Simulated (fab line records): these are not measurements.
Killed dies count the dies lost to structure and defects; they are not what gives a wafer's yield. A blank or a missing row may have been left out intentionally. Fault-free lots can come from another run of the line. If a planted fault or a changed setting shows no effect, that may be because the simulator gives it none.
fab line records	flow sky130
record lots=6	wafers=18	lastDay=50
route steps=708 shown CAPM@541 METAL3@555 VIA3@573 PAD_OPEN@708
lots that met no fault: taken from a fault-free run of the same line
startH: hours from the record's opening day to when the first of the lot's shown wafers began	waitH: hours elapsed since this lot's preceding step	" repeats the value in the row above	L1.1+2: a single row standing in for several wafers	- value missing, or start not given	* or withheld: withheld	< > ~ a bound
route shown NAME@n: names a module that has steps shown in the file, with the first one's number in the route	usual: mean/standard deviation taken from wafers without a fault	same: alike in all rows	chamber/n: place in a boat	sites: readings site by site	_std_site: the values' standard deviation	_edge_site: mean of outer sites minus mean of inner sites	radiusMm: how far each site lies from the wafer's centre	mask NAME#n: copy n	behind: the most recent tool/chamber to have shaped the wafer	hold: what put the lot on hold/how long, in hours/how the hold closed	device: whichever transistor did not switch (one of n, p or np)	end of line: tests run on the same wafers once the route is complete	where a step has no rows: the recipe by itself	killed: not the wafer's yield, but the dies lost to structure and defects at the first sort	map: a wafer's dies, x killed, . not, _ none there
set.NAME: the setting that was run; set.NAME@STEP: the one run at that earlier step	model.NAME: the simulator's own value behind a step, which no gauge read
a table for each step, a row for each wafer; lots at some steps of the route
services: the hour from which a tool's chamber was out of use, counted from the record's first day as startH (under 0 if before that day), plus the number of hours and why
## steps
# step SKY_CAPM_THK_MEAS_04
# recipe thkMeasGauge=xrf	reads=TiN_of_CAPM_SPUTTER_02
# usual CAPM_TIN_THK=198.5/2.2
lot.wafer	tool	chamber	startH	waitH	CAPM_TIN_THK[nm]
L884.3	filmMetro-04	-	868.29	0.1	195.6
L884.4	"	-	"	"	196.5
L884.5	"	-	"	"	194.2
L887.1	filmMetro-03	-	891.26	0.1	198.4
L887.2	"	-	"	"	199.0
L887.4	"	-	"	"	203.8
L888.3	filmMetro-04	-	911.75	0.1	198.7
L888.4	"	-	"	"	197.7
L888.5	"	-	"	"	199.0
L894.2	filmMetro-01	-	944.57	0.1	196.2
L894.3	"	-	"	"	197.1
L894.5	"	-	"	"	197.4
L903.3	filmMetro-04	-	998.58	0.1	202.1
L903.5	"	-	"	"	199.8
L903.6	"	-	"	"	202.2
L904.1	filmMetro-04	-	1001.83	0.1	197.8
L904.4	"	-	"	"	202.8
L904.5	"	-	"	"	196.9
# step SKY_CAPM_DEHYDRATE_05
# recipe tempC=200	timeS=60
# step SKY_CAPM_HMDS_06
# recipe primeTimeS=60	primeTempC=120
# step SKY_CAPM_COAT_07
# recipe resist=NOVOLAK	spinRpm=3000	resistThkNm=1140
# step SKY_CAPM_SOFTBAKE_08
# recipe tempC=90	timeS=60	resist=NOVOLAK
# step SKY_CAPM_EXPOSE_09
# recipe maskId=CAPM	na=0.6	sourceShape=conventional	sigmaOuter=0.6	polarization=unpolarized	targetCdNm=1000	doseMj=159
# step SKY_CAPM_PEB_10
# recipe tempC=withheld	timeS=*	resist=NOVOLAK
# step SKY_CAPM_DEVELOP_11
# recipe resist=NOVOLAK	developer=TMAH	developTimeS=60	devTempC=23
# step SKY_CAPM_OVL_MEAS_12
# usual CAPM_OVL=-1.0/1.5
lot.wafer	tool	chamber	startH	waitH	CAPM_OVL[nm]
L884.3	overlay-01	-	894.80	0.1	-0.7
L884.4	"	-	"	"	-0.4
L884.5	"	-	"	"	-2.8
L887.1	overlay-01	-	917.19	0.1	0.3
L887.2	"	-	"	"	0.2
L887.4	"	-	"	"	1.5
L888.3	overlay-02	-	936.65	0.1	-1.4
L888.4	"	-	"	"	-2.2
L888.5	"	-	"	"	-1.9
L894.2	overlay-02	-	969.39	0.1	-2.4
L894.3	"	-	"	"	-1.7
L894.5	"	-	"	"	-2.3
L903.3	overlay-01	-	1022.25	0.1	-2.8
L903.5	"	-	"	"	-3.9
L903.6	"	-	"	"	-4.7
L904.1	overlay-02	-	1025.59	0.1	-0.7
L904.4	"	-	"	"	-0.5
L904.5	"	-	"	"	-1.7
# step SKY_CAPM_METAL_ETCH_13
# recipe targetDepthNm=220	stopOn=SiO2	chemistry=Cl2/BCl3	target=TiN	pressureMtorr=10	icpW=900	biasW=48.5	Cl2_flow_sccm=60	bcl3FlowSccm=30	timeS=62.9
# usual bcl3FlowSccm=30.01/0.082	drypumpMotorCurrentA=5.5/0.69	oesProductAu=0.943/0.0071	throttleValvePct=21.901/0.0086
lot.wafer	tool	chamber	startH	waitH	bcl3FlowSccm	drypumpMotorCurrentA	oesProductAu	rfHoursCounterH	throttleValvePct
L884.3	rieMetal-01	0	894.85	0.0	30.10	6.4	0.935	-	21.909
L884.4	"	1	"	"	29.97	4.8	0.937	-	21.917
L884.5	"	0	"	"	30.14	6.4	0.933	-	21.899
L887.1	rieMetal-01	0	917.22	0.0	30.02	6.4	0.937	15	21.900
L887.2	"	1	"	"	29.96	4.8	0.946	6	21.915
L887.4	"	0	"	"	29.99	6.4	0.958	-	21.896
L888.3	rieMetal-01	1	936.73	0.1	29.77	4.8	0.952	-	21.910
L888.4	"	1	"	"	30.12	4.8	0.936	-	21.894
L888.5	"	1	"	"	29.95	4.8	0.947	-	21.899
L894.2	rieMetal-01	1	969.45	0.0	29.99	4.8	0.942	-	21.913
L894.3	"	1	"	"	30.04	4.9	0.945	-	21.898
L894.5	"	1	"	"	29.88	4.8	0.940	-	21.896
L903.3	rieMetal-01	1	1022.33	0.1	29.98	4.8	0.951	-	21.897
L903.5	"	1	"	"	29.99	4.8	0.948	-	21.903
L903.6	"	1	"	"	30.02	4.8	0.956	-	21.891
L904.1	rieMetal-04	1	1025.63	0.0	30.11	6.5	0.949	9	21.900
L904.4	"	0	"	"	30.18	5.6	0.950	-	21.899
L904.5	"	1	"	"	30.19	6.5	0.946	-	21.899
# step SKY_CAPM_STRIP_14
# recipe chemistry=O2/N2	powerW=1400	pressureMtorr=1500	platenTempC=withheld	o2FlowSccm=3000	n2FlowSccm=300	overashFraction=0.5
# step SKY_CAPM_STRIP_15
# recipe chemistry=postEtchResidueRemover	timeS=1200	tempC=72.5
# step SKY_CAPM_CLEAN_16
# recipe chemistry=IPA	timeS=180	tempC=25
lot.wafer	tool	chamber	startH	waitH
L884.3+4+5	wetBench-04	0	895.38	0.0
L887.1+2+4	wetBench-04	2	917.74	0.0
L888.3+4+5	wetBench-02	2	937.27	0.0
L894.2+3+5	wetBench-04	3	970.02	0.0
L903.3+5+6	wetBench-04	2	1022.94	0.0
L904.1+4+5	wetBench-04	3	1026.14	0.0
# step SKY_CAPM_CLEAN_17
# recipe chemistry=O3/DIW	dry=n2Spin
# step SKY_METAL3_DEHYDRATE_05
# recipe tempC=200	timeS=60
# step SKY_METAL3_HMDS_06
# recipe primeTimeS=60	primeTempC=120
# step SKY_METAL3_COAT_07
# recipe resist=BARC	tempC=withheld	timeS=withheld	spinRpm=3000	resistThkNm=60
# step SKY_METAL3_COAT_08
# recipe resist=KrF-thick	spinRpm=3000	resistThkNm=1140
# step SKY_METAL3_SOFTBAKE_09
# recipe tempC=100	timeS=90	resist=KrF-thick
# step SKY_METAL3_EXPOSE_10
# recipe maskId=MM3	na=0.68	sourceShape=annular	sigmaInner=0.4	sigmaOuter=0.8	targetCdNm=300	doseMj=28
# step SKY_METAL3_PEB_11
# recipe pebTempC=withheld	pebTimeS=withheld	resist=KrF-thick
# step SKY_METAL3_DEVELOP_12
# recipe developTimeS=60	resist=KrF-thick	devTempC=21
# step SKY_METAL3_CD_MEAS_13
# recipe targetCdNm=300
# usual cdNm=300.3/1.5
lot.wafer	tool	chamber	startH	waitH	cdNm
L884.3	cdSem-02	-	921.38	-	301.0
L884.4	"	-	"	"	301.9
L884.5	"	-	"	"	301.7
L887.1	cdSem-01	-	943.04	-	301.0
L887.2	"	-	"	"	300.8
L887.4	"	-	"	"	300.6
L888.3	cdSem-02	-	962.80	-	298.1
L888.4	"	-	"	"	300.0
L888.5	"	-	"	"	300.4
L894.2	cdSem-02	-	994.46	-	300.5
L894.3	"	-	"	"	301.1
L894.5	"	-	"	"	302.0
L903.3	cdSem-02	-	1046.68	-	299.3
L903.5	"	-	"	"	300.7
L903.6	"	-	"	"	300.4
L904.1	cdSem-01	-	1049.87	-	302.2
L904.4	"	-	"	"	301.2
L904.5	"	-	"	"	302.4
# step SKY_METAL3_OVL_MEAS_14
# usual METAL3_OVL=2/5.1
lot.wafer	tool	chamber	startH	waitH	METAL3_OVL[nm]
L884.3	overlay-01	-	921.47	0.1	6
L884.4	"	-	"	"	3
L884.5	"	-	"	"	-3
L887.1	overlay-02	-	943.16	0.1	-2
L887.2	"	-	"	"	-1
L887.4	"	-	"	"	2
L888.3	overlay-01	-	962.89	0.1	0
L888.4	"	-	"	"	-6
L888.5	"	-	"	"	2
L894.2	overlay-02	-	994.56	0.1	0
L894.3	"	-	"	"	-8
L894.5	"	-	"	"	-5
L903.3	overlay-02	-	1046.77	0.1	1
L903.5	"	-	"	"	-2
L903.6	"	-	"	"	-1
L904.1	overlay-01	-	1049.99	0.1	0
L904.4	"	-	"	"	2
L904.5	"	-	"	"	-1
# step SKY_METAL3_DESCUM_15
# recipe chemistry=O2	sourcePowerW=150	biasPowerW=0	pressureMtorr=10	tempC=40	timeS=8
# step SKY_METAL3_ETCH_16
# recipe chemistry=N2/H2	target=BARC	ionEnergyEv=200	biasW=100	pressureMtorr=30	n2FlowSccm=100	h2FlowSccm=200	icpW=500	stopOn=SiO2	timeS=88.2	targetDepthA=600
# usual drypumpMotorCurrentA=5.5/0.68	n2FlowSccm=100.0/0.31	oesProductAu=0.626/0.0046	throttleValvePct=13.204/0.0091
lot.wafer	tool	chamber	startH	waitH	drypumpMotorCurrentA	n2FlowSccm	oesProductAu	rfHoursCounterH	throttleValvePct
L884.3	rieMetal-01	1	921.56	0.0	4.8	99.9	0.627	-	13.207
L884.4	"	0	"	"	6.4	100.1	0.629	-	13.197
L884.5	"	0	"	"	6.4	99.6	0.626	-	13.207
L887.1	rieMetal-04	1	943.23	0.0	6.5	100.6	0.619	5	13.207
L887.2	"	0	"	"	5.6	100.1	0.617	9	13.194
L887.4	"	1	"	"	6.5	100.4	0.629	-	13.225
L888.3	rieMetal-04	0	962.98	0.0	5.7	99.8	0.629	-	13.202
L888.4	"	1	"	"	6.5	99.6	0.631	-	13.210
L888.5	"	0	"	"	5.7	100.1	0.627	-	13.198
L894.2	rieMetal-04	0	994.63	0.0	5.6	100.1	0.628	12	13.214
L894.3	"	1	"	"	6.5	99.8	0.625	-	13.183
L894.5	"	0	"	"	5.6	99.8	0.625	-	13.212
L903.3	rieMetal-04	1	1046.86	0.0	6.5	100.0	0.628	-	13.206
L903.5	"	0	"	"	5.6	100.2	0.615	-	13.198
L903.6	"	1	"	"	6.5	100.0	0.625	-	13.220
L904.1	rieMetal-04	0	1050.06	0.0	5.7	99.9	0.624	16	13.201
L904.4	"	0	"	"	5.7	99.9	0.625	-	13.208
L904.5	"	1	"	"	6.5	99.6	0.622	-	13.196
# step SKY_METAL3_ETCH_17
# recipe target=SiO2	stopOn=TiN	chemistry=C4F8/O2/Ar	sourceW=1500	biasW=1200	pressureMtorr=40	c4f8FlowSccm=withheld	O2_flow_sccm=6	Ar_flow_sccm=300	timeS=3.9	targetDepthA=150
# usual oesProductAu=0.757/0.008
lot.wafer	tool	chamber	startH	waitH	oesProductAu
L884.3	rieDiel-03	2	921.63	0.0	0.760
L884.4	"	3	"	"	0.756
L884.5	"	2	"	"	0.770
L887.1	rieDiel-03	1	943.33	0.1	0.768
L887.2	"	3	"	"	0.750
L887.4	"	0	"	"	0.757
L888.3	rieDiel-01	1	963.05	0.0	0.752
L888.4	"	3	"	"	0.763
L888.5	"	2	"	"	0.760
L894.2	rieDiel-02	0	994.72	0.1	0.757
L894.3	"	1	"	"	0.757
L894.5	"	2	"	"	0.753
L903.3	rieDiel-02	2	1046.93	0.0	0.759
L903.5	"	1	"	"	0.759
L903.6	"	2	"	"	0.769
L904.1	rieDiel-01	2	1050.15	0.1	0.740
L904.4	"	3	"	"	0.773
L904.5	"	2	"	"	0.756
# step SKY_METAL3_METAL_ETCH_18
# recipe targetDepthA=8450	stopOn=SiO2	overEtchFrac=0.3	timeS=183.1	chemistry=Cl2/BCl3	resistSidewallDeg=88	pressureMtorr=10	icpW=900	biasW=48.5	Cl2_flow_sccm=60	bcl3FlowSccm=30
# step SKY_METAL3_STRIP_19
# recipe chemistry=O2/N2	powerW=1400	pressureMtorr=1500	platenTempC=withheld	o2FlowSccm=3000	n2FlowSccm=300	overashFraction=0.5
# usual drypumpMotorCurrentA=5.69/0.3	n2FlowSccm=299.9/0.91	oesProductAu=0.504/0.0058	stripTimeToEndpointS=6.58/0.079
lot.wafer	tool	chamber	startH	waitH	drypumpMotorCurrentA	n2FlowSccm	oesProductAu	rfHoursCounterH	stripTimeToEndpointS
L884.3	plasmaAsher-04	0	921.86	0.1	5.88	298.5	0.500	-	6.59
L884.4	"	1	"	"	5.88	300.5	0.513	-	6.59
L884.5	"	0	"	"	5.88	301.1	0.514	-	6.64
L887.1	plasmaAsher-02	0	943.70	0.3	5.70	300.0	0.505	20	6.53
L887.2	"	1	"	"	5.91	300.3	0.502	20	6.50
L887.4	"	0	"	"	5.69	301.0	0.501	-	6.54
L888.3	plasmaAsher-02	0	963.28	0.1	5.69	299.9	0.506	-	6.67
L888.4	"	1	"	"	5.94	299.7	0.505	-	6.52
L888.5	"	0	"	"	5.67	299.6	0.514	-	6.70
L894.2	plasmaAsher-04	1	994.92	0.1	5.84	298.6	0.500	56	6.57
L894.3	"	0	"	"	5.90	299.4	0.509	-	6.69
L894.5	"	0	"	"	5.90	300.3	0.501	-	6.52
L903.3	plasmaAsher-01	0	1047.16	0.1	5.12	300.1	0.492	-	6.45
L903.5	"	0	"	"	5.08	301.4	0.510	-	6.45
L903.6	"	1	"	"	5.32	299.4	0.502	-	6.63
L904.1	plasmaAsher-04	1	1050.35	0.1	5.85	300.0	0.507	61	6.48
L904.4	"	0	"	"	5.90	299.2	0.501	-	6.43
L904.5	"	1	"	"	5.83	300.6	0.500	-	6.56
# step SKY_METAL3_STRIP_20
# recipe chemistry=postEtchResidueRemover	timeS=1200	tempC=72.5
# step SKY_METAL3_CLEAN_21
# recipe chemistry=IPA	timeS=180	tempC=25
# step SKY_METAL3_CLEAN_22
# recipe chemistry=O3/DIW	dry=n2Spin
# step SKY_VIA3_HDPCVD_00
# recipe material=SiO2	targetThkNm=1635	sigmaOpenFrac=0.3	timeS=272.5	tempC=400	sih4FlowSccm=60	pressureMtorr=6
# step SKY_VIA3_THK_MEAS_01
# recipe reads=SiO2_of_VIA3_HDPCVD_00
# usual VIA3_HDPCVD_THK=1623/16
lot.wafer	tool	chamber	startH	waitH	VIA3_HDPCVD_THK[nm]
L884.3	filmMetro-04	-	922.69	0.1	1603
L884.4	"	-	"	"	1626
L884.5	"	-	"	"	1615
L887.1	filmMetro-04	-	944.46	0.1	1650
L887.2	"	-	"	"	1636
L887.4	"	-	"	"	1635
L888.3	filmMetro-03	-	964.02	0.1	1624
L888.4	"	-	"	"	1622
L888.5	"	-	"	"	1608
L894.2	filmMetro-04	-	996.02	0.1	1595
L894.3	"	-	"	"	1633
L894.5	"	-	"	"	1624
L903.3	filmMetro-03	-	1048.00	0.1	1623
L903.5	"	-	"	"	1621
L903.6	"	-	"	"	1614
L904.1	filmMetro-03	-	1051.22	0.1	1626
L904.4	"	-	"	"	1632
L904.5	"	-	"	"	1641
# step SKY_VIA3_CMP_02
# recipe material=SiO2	downForcePsi=4	platenRpm=60	padVelocityMS=0.94248
# usual motorCurrentA=11.6/0.66
lot.wafer	tool	chamber	startH	waitH	motorCurrentA
L884.3	cmp-02	1	922.83	0.1	11.7
L884.4	"	2	"	"	11.9
L884.5	"	0	"	"	12.1
L887.2	cmp-01	0	944.57	0.1	10.6
L887.1	"	1	"	"	11.5
L887.4	"	2	"	"	11.6
L888.4	cmp-01	0	964.06	0.0	10.4
L888.3	"	2	"	"	11.4
L888.5	"	0	"	"	10.3
L894.2	cmp-02	0	996.14	0.1	12.4
L894.3	"	1	"	"	12.1
L894.5	"	1	"	"	11.3
L903.3	cmp-02	1	1048.09	0.1	12.0
L903.5	"	0	"	"	11.5
L903.6	"	1	"	"	11.4
L904.4	cmp-01	0	1051.38	0.1	10.4
L904.1	"	1	"	"	11.5
L904.5	"	2	"	"	11.4
# step SKY_VIA3_BOW_MEAS_03
# recipe mode=bow
# usual VIA3_BOW=80/7.7
lot.wafer	tool	chamber	startH	waitH	VIA3_BOW[um]
L884.3	filmMetro-02	-	923.07	0.2	71
L884.4	"	-	"	"	92
L884.5	"	-	"	"	72
L887.1	filmMetro-03	-	944.82	0.1	71
L887.2	"	-	"	"	90
L887.4	"	-	"	"	76
L888.3	filmMetro-02	-	964.40	0.2	60
L888.4	"	-	"	"	74
L888.5	"	-	"	"	77
L894.2	filmMetro-04	-	996.46	0.3	93
L894.3	"	-	"	"	79
L894.5	"	-	"	"	69
L903.3	filmMetro-03	-	1048.38	0.2	83
L903.5	"	-	"	"	79
L903.6	"	-	"	"	80
L904.1	filmMetro-04	-	1051.58	0.1	76
L904.4	"	-	"	"	65
L904.5	"	-	"	"	85
# step SKY_VIA3_DEHYDRATE_04
# recipe tempC=200	timeS=60
# step SKY_VIA3_HMDS_05
# recipe primeTimeS=60	primeTempC=120
# step SKY_VIA3_COAT_06
# recipe resist=BARC	tempC=withheld	timeS=withheld	spinRpm=3000	resistThkNm=60
# step SKY_VIA3_COAT_07
# recipe resist=KrF-thick	spinRpm=3000	resistThkNm=450
# step SKY_VIA3_SOFTBAKE_08
# recipe tempC=100	timeS=90	resist=KrF-thick
# step SKY_VIA3_EXPOSE_09
# recipe maskId=VIM3	na=0.8	sourceShape=annular	sigmaInner=0.55	sigmaOuter=0.85	targetCdNm=200	doseMj=38
# step SKY_PAD_OPEN_PROBE_99
# usual defectLimitedYield=82.6/2	killed_at_M0_to_M3=42/6.7	killed_at_M4_up=3.0/1.9	killedAtContacts=24/5.3	killedAtFrontEnd=16/4.3	killedAtOther=0.4/0.71	killedDies=85/9.6	killedOpen=46/6.5	killedShort=39/6.7	sort_bin_3_pad_short=0.9/0.46	sort_bin_5_function=10.3/1.3	sort_bin_6_memory=6.2/1.1	sortNPass=407/9.6	sortYieldPct=82.6/2
# same grossDies=492	killedAtBackSide=0	sort_bin_4_leakage[%]=0	sort_bin_8_speed[%]=0
lot.wafer	tool	chamber	startH	waitH	hold	defectLimitedYield[%]	killed_at_M0_to_M3	killed_at_M4_up	killedAtContacts	killedAtFrontEnd	killedAtOther	killedDies	killedOpen	killedShort	sort_bin_3_pad_short[%]	sort_bin_5_function[%]	sort_bin_6_memory[%]	sortNPass	sortYieldPct[%]	model.etest.tester.sortNPass	model.etest.tester.sortYieldPct	model.etest.tester.sort_bin_5_pct	model.etest.tester.sort_bin_3_pct
L884.3	prober-02	-	1098.15	0.2	-	78.7	51	3	29	19	3	105	60	42	0.4	13.2	7.7	387	78.7	387	78.66	13.21	0.4065
L884.4	prober-02	-	1098.20	0.2	-	80.5	46	2	28	20	0	96	55	41	1.2	12.0	6.3	396	80.5	396	80.49	11.99	1.22
L884.5	prober-02	-	1098.25	0.2	-	82.1	51	2	21	11	3	88	48	37	1.2	10.0	6.7	404	82.1	404	82.11	9.959	1.22
L887.1	prober-01	-	1117.15	0.1	-	79.5	39	4	31	27	0	101	52	49	1.2	12.4	6.9	391	79.5	391	79.47	12.4	1.22
L887.2	prober-01	-	1117.20	0.1	-	82.5	45	4	22	15	0	86	53	33	0.6	10.8	6.1	406	82.5	406	82.52	10.77	0.6098
L887.4	prober-01	-	1117.30	0.2	-	83.3	36	3	25	17	1	82	42	40	1.0	10.6	5.1	410	83.3	410	83.33	10.57	1.016
L888.3	prober-02	-	1130.49	0.2	-	83.7	37	1	23	18	1	80	42	38	0.4	9.6	6.3	412	83.7	412	83.74	9.553	0.4065
L888.4	prober-02	-	1130.54	0.2	-	84.1	35	3	31	9	0	78	46	32	1.0	8.7	6.1	414	84.1	414	84.15	8.74	1.016
L888.5	prober-02	-	1130.59	0.2	-	83.1	39	3	23	18	0	83	43	40	1.8	8.9	6.1	409	83.1	409	83.13	8.943	1.829
L894.2	prober-02	-	1159.39	0.1	-	80.1	51	5	25	17	0	98	47	48	0.8	12.0	7.1	394	80.1	394	80.08	11.99	0.813
L894.3	prober-02	-	1159.44	0.2	-	82.5	37	1	30	17	1	86	45	41	1.0	10.6	5.9	406	82.5	406	82.52	10.57	1.016
L894.5	prober-02	-	1159.54	0.2	-	80.7	51	6	23	15	0	95	60	34	0.4	11.8	7.1	397	80.7	397	80.69	11.79	0.4065
L903.3	prober-01	-	1196.51	0.2	awaitDispo/2.2h/release	73.8	41	2	29	12	45	129	51	33	3.0	16.3	6.9	363	73.8	363	73.78	16.26	3.049
L903.5	prober-01	-	1196.61	0.2	awaitDispo/2.2h/release	76.2	35	2	21	15	44	117	40	33	3.3	15.9	4.7	375	76.2	375	76.22	15.85	3.252
L903.6	prober-01	-	1196.66	0.2	awaitDispo/2.2h/release	74.2	56	3	15	12	41	127	51	35	4.7	15.4	5.7	365	74.2	365	74.19	15.45	4.675
L904.1	prober-02	-	1198.00	0.1	awaitDispo/3.5h/release	70.7	54	1	29	26	34	144	48	61	3.9	16.9	8.5	348	70.7	348	70.73	16.87	3.862
L904.4	prober-02	-	1198.15	0.2	awaitDispo/3.5h/release	74.8	38	1	25	20	40	124	45	38	3.3	15.2	6.7	368	74.8	368	74.8	15.24	3.252
L904.5	prober-02	-	1198.20	0.2	awaitDispo/3.5h/release	75.6	41	2	22	18	37	120	45	38	2.8	14.4	7.1	372	75.6	372	75.61	14.43	2.846
# killed by level:class
L884.3 VIA1:geometricParticle:open=14 CONTACT:geometricParticle:open=11 VIA3:geometricParticle:open=9 VIA2:geometricParticle:open=7 FIELD_ISO:geometricParticle:short=6 LI_CONTACT:geometricParticle:open=6 CONTACT:geometricParticle:short=6 METAL2:geometricParticle:short=6
L884.4 VIA1:geometricParticle:open=17 CONTACT:geometricParticle:open=13 VIA1:geometricParticle:short=9 FIELD_ISO:geometricParticle:open=5 CONTACT:geometricParticle:short=5 FIELD_ISO:geometricParticle:short=4 POLY_GATE:geometricParticle:short=4 POLY_GATE:geometricParticle:open=4
L884.5 VIA1:geometricParticle:open=11 CONTACT:geometricParticle:open=9 METAL2:geometricParticle:short=8 VIA3:geometricParticle:open=7 VIA2:geometricParticle:open=6 FIELD_ISO:geometricParticle:open=5 METAL1:geometricParticle:short=5 VIA1:geometricParticle:short=5
L887.1 METAL1:geometricParticle:short=13 LI_CONTACT:geometricParticle:open=11 VIA1:geometricParticle:open=9 VIA2:geometricParticle:open=8 CONTACT:geometricParticle:short=8 FIELD_ISO:geometricParticle:short=7 POLY_GATE:geometricParticle:short=7 FIELD_ISO:geometricParticle:open=6
L887.2 VIA1:geometricParticle:open=12 LI_CONTACT:geometricParticle:open=10 CONTACT:geometricParticle:open=7 VIA1:geometricParticle:short=6 METAL2:geometricParticle:short=5 VIA2:geometricParticle:open=5 VIA3:geometricParticle:open=5 POLY_GATE:geometricParticle:open=4
L887.4 VIA1:geometricParticle:open=9 LI_CONTACT:geometricParticle:open=8 CONTACT:geometricParticle:short=8 CONTACT:geometricParticle:open=6 VIA2:geometricParticle:open=6 POLY_GATE:geometricParticle:open=5 POLY_GATE:geometricParticle:short=5 VIA3:geometricParticle:open=5
L888.3 VIA1:geometricParticle:open=9 CONTACT:geometricParticle:open=8 FIELD_ISO:geometricParticle:short=7 LI_CONTACT:geometricParticle:open=6 METAL2:geometricParticle:short=6 FIELD_ISO:geometricParticle:open=5 METAL3:geometricParticle:short=5 CONTACT:geometricParticle:short=4
L888.4 CONTACT:geometricParticle:open=11 CONTACT:geometricParticle:short=8 VIA1:geometricParticle:open=7 VIA2:geometricParticle:open=7 LI_CONTACT:geometricParticle:open=6 VIA3:geometricParticle:open=6 VIA2:geometricParticle:short=5 VIA1:geometricParticle:short=4
L888.5 VIA1:geometricParticle:open=11 VIA2:geometricParticle:open=8 LOCAL_INTERCONNECT:geometricParticle:short=7 METAL2:geometricParticle:short=7 CONTACT:geometricParticle:open=5 FIELD_ISO:geometricParticle:open=4 FIELD_ISO:geometricParticle:short=4 POLY_GATE:geometricParticle:open=4
L894.2 VIA1:geometricParticle:open=17 METAL2:geometricParticle:short=11 VIA3:geometricParticle:open=8 CONTACT:geometricParticle:open=7 CONTACT:geometricParticle:short=6 POLY_GATE:geometricParticle:short=5 LI_CONTACT:geometricParticle:open=5 VIA1:geometricParticle:short=5
L894.3 VIA1:geometricParticle:open=11 FIELD_ISO:geometricParticle:open=7 LI_CONTACT:geometricParticle:open=6 LOCAL_INTERCONNECT:geometricParticle:short=6 CONTACT:geometricParticle:open=6 LI_CONTACT:geometricParticle:short=5 CONTACT:geometricParticle:short=5 VIA2:geometricParticle:open=5
L894.5 VIA1:geometricParticle:open=15 VIA2:geometricParticle:open=7 CONTACT:geometricParticle:open=6 METAL1:geometricParticle:open=6 FIELD_ISO:geometricParticle:open=5 METAL2:geometricParticle:short=5 LI_CONTACT:geometricParticle:open=5 CONTACT:geometricParticle:short=5
L903.3 CAPM:unspecified=45 CONTACT:geometricParticle:open=14 VIA3:geometricParticle:open=10 FIELD_ISO:geometricParticle:open=8 METAL1:geometricParticle:short=7 LI_CONTACT:geometricParticle:short=6 VIA1:geometricParticle:open=5 METAL2:geometricParticle:short=4
L903.5 CAPM:unspecified=44 VIA1:geometricParticle:open=14 CONTACT:geometricParticle:open=7 FIELD_ISO:geometricParticle:short=6 CONTACT:geometricParticle:short=6 LI_CONTACT:geometricParticle:open=5 POLY_GATE:geometricParticle:short=4 VIA1:geometricParticle:short=4
L903.6 CAPM:unspecified=41 VIA1:geometricParticle:open=17 CONTACT:geometricParticle:open=6 METAL1:geometricParticle:short=6 VIA2:geometricParticle:open=6 METAL2:geometricParticle:short=6 VIA3:geometricParticle:open=5 VIA3:geometricParticle:short=5
L904.1 CAPM:unspecified=34 VIA3:geometricParticle:short=9 CONTACT:geometricParticle:open=9 METAL2:geometricParticle:short=8 FIELD_ISO:geometricParticle:open=7 LI_CONTACT:geometricParticle:open=7 FIELD_ISO:geometricParticle:short=6 POLY_GATE:geometricParticle:short=6
L904.4 CAPM:unspecified=40 VIA1:geometricParticle:open=12 POLY_GATE:geometricParticle:short=6 LI_CONTACT:geometricParticle:open=6 CONTACT:geometricParticle:open=6 LI_CONTACT:geometricParticle:short=5 VIA3:geometricParticle:open=5 FIELD_ISO:geometricParticle:open=4
L904.5 CAPM:unspecified=37 POLY_GATE:geometricParticle:open=10 CONTACT:geometricParticle:open=8 VIA1:geometricParticle:open=7 LI_CONTACT:geometricParticle:open=7 METAL3:geometricParticle:short=6 METAL1:geometricParticle:short=5 VIA3:geometricParticle:short=5
# map L903.3 (x killed, . not)
__________.........._________
________...........xx._______
______.x................_____
_____...x.....x.........x____
____........xx..x..x.xx.xx___
___.x.......x.x...........x__
__xxxxxx......xx....xx.x.x.._
_xxxxxxxx...x.x..x......xx...
_xxxxxx.xx.xx.............x..
_xxxxxxx.....x...x.x.........
_xxxxxxx......x.xx........x..
_xxxxxxxx.......x...x.x.x..x.
_x.xx.......x...x..x..x..x.x.
_.xxxx..............xx...x...
_x.....x.x.....x.......x.x...
__...x.....x.x.............._
___....x...x.x.....x.......__
____x........xx........x..___
_____.....x.......x...xx.____
______x...........x....x_____
________.............._______
__________.........x_________
# map L904.1 (x killed, . not)
__________xx.....xx._________
________xxxx.x.....x.._______
______xxxxxxx.xx..x..xx._____
_____xxxxxx.xxx....x.....____
____xxxxxxx.x....x.....xxx___
___.x.xxx.xx.........xx.xx.__
__..x.xxx....x.xx...x...x.x._
_.........xxxx......x......x.
_x.......x.x.......x....x....
_....xx.x...........xx.....x.
_...x...x..x......x....x.xx..
_.xx.xx.x.....x..x......x....
_........x...x........x..x.x.
_.............x............x.
_............x....x.x.x..xx..
__x.x.......x..x.x.x.x......_
___.x..x....x...x...x...x..__
____..x.x......xx.....x...___
_____xxxxx..x.......x....____
______.xxx.x......x..x.x_____
________x.x..........._______
__________...x......_________
## services
tool	chamber	startH	hours	kind
rieDiel-01	2	874.73	5.6	repair
rieDiel-02	2	881.58	10.0	repair
rieDiel-03	-	882.90	0.4	repair
rieDiel-02	0	889.46	26.4	repair
rieDiel-02	1	892.14	8.2	repair
cmp-02	-	894.23	13.3	pm
cmp-01	-	912.00	4.0	pm
cmp-02	-	915.41	2.3	repair
cmp-01	-	916.00	-	consumableReplace:conditioner
rieDiel-03	1	917.02	7.1	repair
rieMetal-01	0	929.82	-	clean
rieMetal-01	0	929.82	25.4	scheduledDown
rieMetal-01	0	929.82	25.4	ventCycle
rieDiel-03	-	944.15	0.2	repair
cmp-01	-	950.76	2.6	repair
rieMetal-01	0	956.21	134.6	repair
cmp-02	-	972.12	3.2	repair
rieDiel-01	2	977.09	2.0	repair
plasmaAsher-01	-	986.99	2.8	pm
cmp-02	-	1004.76	3.2	repair
cmp-01	-	1018.59	3.0	repair
cmp-02	-	1027.46	5.6	pm
rieMetal-04	-	1028.64	1.4	pm
wetBench-04	-	1045.59	1.7	repair
## key
firstSign step=SKY_PAD_OPEN_PROBE_99	reading=killedAtOther	direction=up	sigmas=40	usual=0.4	struck=40.2
effect step=SKY_PAD_OPEN_PROBE_99	reading=sort_bin_3_pad_short	direction=up	sigmas=5.6	usual=0.9	struck=3.5
modelEffect step=SKY_PAD_OPEN_PROBE_99	value=etest.tester.sortNPass	without=398.8	struck=365.2
metAt SKY_CAPM_CLEAN_16
struckWafers L903.3,L903.5,L903.6,L904.1,L904.4,L904.5
onsetBetween 970.02 1022.94
alsoFits time
fault kind=chamberParticleSource	tool=wetBench-04	chamber=-	onsetH=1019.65	steps=SKY_CAPM_CLEAN_16	ratePerVisitCm2=1.2838	endH=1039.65
